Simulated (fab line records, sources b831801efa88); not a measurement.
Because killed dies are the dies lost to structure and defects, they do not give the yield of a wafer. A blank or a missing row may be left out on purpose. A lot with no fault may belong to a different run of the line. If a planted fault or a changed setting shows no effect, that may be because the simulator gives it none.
Matching of chambers -- flow sky130 -- SKY_VIA2_CMP_02 on cmp-01: 4 sister chambers
The step polishes SiO2. 4 wafers are shown with their chamber, then 8 later ones without.

== WAFERS PAIRED WITH THEIR CHAMBERS ==
wafer,chamber,motorCurrentA (A)
L886.2,3,12.3
L889.3,2,12.6
L889.4,1,11.8
L890.1,0,11.4

== WAFERS MISSING THEIR CHAMBER ==
wafer,motorCurrentA (A)
L890.2,10.9
L890.3,12.0
L893.4,12.9
L893.5,11.6
L893.6,12.5
L904.1,11.1
L904.2,12.1
L904.4,11.6

== WHICH CHAMBER EACH ONE RAN IN ==
wafer,from the rows above,in truth
L890.2,can't be placed: 0 or 1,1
L890.3,can't be placed: 1 or 3 or 0 or 2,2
L893.4,can't be placed: 2 or 3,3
L893.5,can't be placed: 0 or 1 or 3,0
L893.6,can't be placed: 2 or 3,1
L904.1,can't be placed: 0 or 1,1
L904.2,can't be placed: 3 or 1 or 2 or 0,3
L904.4,can't be placed: 0 or 1 or 3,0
Correct placement for 0 of the 8. Cannot be placed on the basis of these rows: 8; the candidates contain the true chamber in 7. Number placed wrongly: 0.
How it was worked out, from the rows above alone: a wafer's distance from a chamber is the root of the sum, over the readings, of the square of ((its reading less the chamber's mean) divided by the reading's scatter). If the next closest chamber is less than 2 further off than the closest, the wafer can't be placed; otherwise it belongs to the closest. For every chamber, the mean is computed from those of its wafers that are shown. The scatter (one wafer shown for each chamber): square how far every hidden wafer sits from the nearest shown wafer, average those squares and take the square root.
